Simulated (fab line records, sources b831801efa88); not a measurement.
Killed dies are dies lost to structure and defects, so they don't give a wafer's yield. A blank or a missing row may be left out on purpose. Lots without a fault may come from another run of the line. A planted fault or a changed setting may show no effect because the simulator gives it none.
Problem report in the 8D (eight disciplines) form, filled by code | flow sky130 | the parts of the form that need people (team, actions taken, sign-off) are left out

1. THE PROBLEM
rf_fwd_power_W at SKY_FIELD_ISO_ETCH_17 reads a mean of 693.1 W on 6 wafers of 2 lots; wafers without a fault read 596.5 W with a standard deviation of 2.1. That is +46 standard deviations from the usual mean.
The step: etches Si in HBr/Cl2/O2, target depth 342 nm, time 97.7 s.
First seen on wafer L809.1, day 5 21:31, on rie_si-01. The record holds 18 wafers of 6 lots with a number at this step. Rule for "out", or "out of limits": more than 4 standard deviations from the usual mean. The other wafers with a number count as sound.

2. WHAT IT IS AND WHAT IT IS NOT
question                    | is                     | is not
which readings at this step | rf_fwd_power_W         | drypump_motor_current_A
which lots                  | L809, L811             | L792, L794, L799, L807
which wafers of those lots  | all that have a number | -
read on which tools         | rie_si-01              | -
when                        | from day 5 21:31       | up to then (12 sound wafers)

3. SUSPECTS, AND WHAT RULES EACH OUT
Counting: a tool at a process step up to the reading stays a suspect if it ran every lot that is out and no sound lot after the first of them.
- rie_si-01 at SKY_FIELD_ISO_ETCH_17 (etches Si in HBr/Cl2/O2, target depth 342 nm, time 97.7 s): kept. It ran every lot that is out, first L809 (day 5 21:31), and no sound lot after that; its last sound lot up to then is L807 (day 5 12:38). Its own readings are out on those wafers: rf_fwd_power_W.
Left after counting: rie_si-01 at SKY_FIELD_ISO_ETCH_17.

4. THE CAUSE (what the simulator had put in)
Process parameter drift: rie_si-01, from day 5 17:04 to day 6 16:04, at SKY_FIELD_ISO_ETCH_17. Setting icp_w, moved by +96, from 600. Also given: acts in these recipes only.
Counting left only this tool.

5. THE CHAIN OF EFFECTS, in route order
Each row: a reading whose mean over the struck wafers that have a number lies more than 3 standard deviations from the usual. Only readings for which the record gives a usual standard deviation are gone through. hours: the time from each lot's start at the first step in this table that gives one to its start at this step, as a median over the lots. sigmas: the change in usual standard deviations.
hours | step                  | reading        | usual      | on struck wafers | change | sigmas
0     | SKY_FIELD_ISO_ETCH_17 | oes_product_au | 1.004 a.u. | 1.054            | +0.050 | +4.5
0     | SKY_FIELD_ISO_ETCH_17 | rf_fwd_power_W | 596.5 W    | 693.1            | +96.6  | +46
The process steps in it:
- SKY_FIELD_ISO_ETCH_17: etches Si in HBr/Cl2/O2, target depth 342 nm, time 97.7 s.

6. WHAT WOULD HAVE CAUGHT IT SOONER
In this record the first reading out of limits was taken at day 5 21:31, 4 hours after the fault began at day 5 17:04.
